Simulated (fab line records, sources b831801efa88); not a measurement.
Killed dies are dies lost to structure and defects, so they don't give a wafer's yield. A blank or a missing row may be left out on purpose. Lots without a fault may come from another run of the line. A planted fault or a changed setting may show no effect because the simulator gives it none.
A struck lot beside a sound one | flow sky130 | 21 steps out of a route of 708
Sound: wafers L526.4, L526.5, L526.6. Struck: wafer L537.5. (L537.2 of the same lot was not struck and is left out.) The cause comes at the end.
At each step with rows: each side's tool, then ch and its chambers, then its first start. Under that, the readings that differ: sound wafers | struck wafers | difference of the means | sigmas: that difference in standard deviations of wafers without a fault.
alike: readings whose means differ by less than 2 such deviations, and words and numbers that are the same on both sides. not compared: withheld readings, readings that some wafer has no value for, bounds like >300 that may hide the same value, and numbers for which the record gives no deviation and whose values overlap.
The two part at a step that has a row with sigmas, a row that says differs or no value, or rows on one side only. Numbers that don't overlap but have no deviation are shown without sigmas and don't part them. A reading that every wafer of one side lacks parts them only if that side has two wafers or more.

first, 1 step without rows for these wafers: SKY_RES_XHIGH_IMPLANT_07.
SKY_RES_XHIGH_STRIP_08: strips in O2/N2.
  sound on plasma_asher-01 ch 0,1, day 27 03:32; struck on plasma_asher-01 ch 1, day 31 04:49
  alike: drypump_motor_current_A, oes_product_au, strip_time_to_endpoint_s
  not compared: rf_hours_counter_h
SKY_RES_XHIGH_TW_MEAS_09:
  sound on film_metro-01, day 27 03:38; struck on film_metro-03, day 31 04:55
  reading      | sound          | struck | difference | sigmas
  RES_XHIGH_TW | 1633 1637 1627 | 1654   | +22        | +2
then, 7 steps without rows for these wafers: SKY_SD_N_DEHYDRATE_00 (time 60 s); SKY_SD_N_HMDS_01 (prime time 60 s); SKY_SD_N_COAT_02 (resist thk 1140 nm); SKY_SD_N_SOFTBAKE_03 (time 60 s); SKY_SD_N_EXPOSE_04 (exposes mask NSDM, target cd 380 nm); SKY_SD_N_PEB_05; SKY_SD_N_DEVELOP_06 (develop time 60 s).
SKY_SD_N_CD_MEAS_07: target cd 380 nm.
  sound on cd_sem-01, day 28 08:29; struck on cd_sem-02, day 32 07:22
  alike: cd_nm
SKY_SD_N_OVL_MEAS_08:
  sound on overlay-01, day 28 08:34; struck on overlay-02, day 32 07:28
  alike: SD_N_OVL
SKY_SD_N_IMPLANT_09:
  sound on implanter-03 ch 0, day 28 08:40; struck on implanter-03 ch 0, day 32 07:32
  reading            | sound             | struck | difference | sigmas
  faraday_current_uA | 13289 13059 12801 | 15754  | +2704      | +3
then, 1 step without rows for these wafers: SKY_SD_N_IMPLANT_10.
SKY_SD_N_STRIP_11: strips in O2/N2.
  sound on plasma_asher-03 ch 0,1, day 28 08:55; struck on plasma_asher-01 ch 1, day 32 07:48
  reading                      | sound             | struck | difference | sigmas
  oes_product_au (a.u.)        | 0.522 0.531 0.521 | 0.536  | +0.011     | +3
  strip_time_to_endpoint_s (s) | 22.54 22.56 22.57 | 21.88  | -0.68      | -14
  alike: drypump_motor_current_A
  not compared: rf_hours_counter_h
SKY_SD_N_TW_MEAS_12:
  sound on film_metro-02, day 28 09:04; struck on film_metro-02, day 32 07:55
  alike: SD_N_TW
then, 1 step without rows for these wafers: SKY_SD_N_CLEAN_13 (cleans in SC1/SC2, time 150 s).
SKY_SD_N_RTA_14: time 2 s.
  sound on rtp_anneal-02 ch 0, day 28 09:11; struck on rtp_anneal-02 ch 0, day 32 08:02
  alike: lamp_power_pct, wafer_temp_C_max
SKY_SD_N_RS_MEAS_16: measures by four-point-probe.
  sound on film_metro-03, day 28 09:23; struck on film_metro-03, day 32 08:13
  reading          | sound             | struck | difference | sigmas
  SD_N_RS (ohm/sq) | 68.55 68.55 68.65 | 69.99  | +1.41      | +13
SKY_SD_N_RS_MEAS_17: measures by four-point-probe.
  sound on film_metro-03, day 28 09:30; struck on film_metro-03, day 32 08:20
  alike: SD_P_RS
-- the record jumps here: 17 days lie between the struck wafers' starts before and after (it left off in module SD_N and takes up again in module PAD_OPEN, whose first step shown is number 708 of the route) --
SKY_PAD_OPEN_PROBE_99:
  sound on prober-01, day 46 05:39; struck on prober-02, day 48 23:25
  reading                            | sound             | struck | difference | sigmas
  killed_short                       | 52 42 41          | 58     | +13        | +2
  model.etest.res_ndiff.line_ohm_um  | 751.4 755.6 748   | 811.5  | +59.8      |
  model.etest.licon_ndiff.rc_ohm     | 182.6 188.6 184.4 | 193.3  | +8.1       |
  model.etest.res_ndiff_hv.rs_ohm_sq | 112.5 113.4 111.9 | 118.9  | +6.3       |
  model.etest.res_ndiff.rs_ohm_sq    | 118.6 119.3 118.7 | 123.9  | +5.0       |
  alike: killed_at_M0_to_M3, killed_at_M4_up, killed_at_contacts, killed_at_front_end, killed_at_other, killed_dies, killed_open

WHERE THEY PART
First at SKY_RES_XHIGH_TW_MEAS_09; last, within this record, at SKY_PAD_OPEN_PROBE_99.

WHY: what the simulator had put in
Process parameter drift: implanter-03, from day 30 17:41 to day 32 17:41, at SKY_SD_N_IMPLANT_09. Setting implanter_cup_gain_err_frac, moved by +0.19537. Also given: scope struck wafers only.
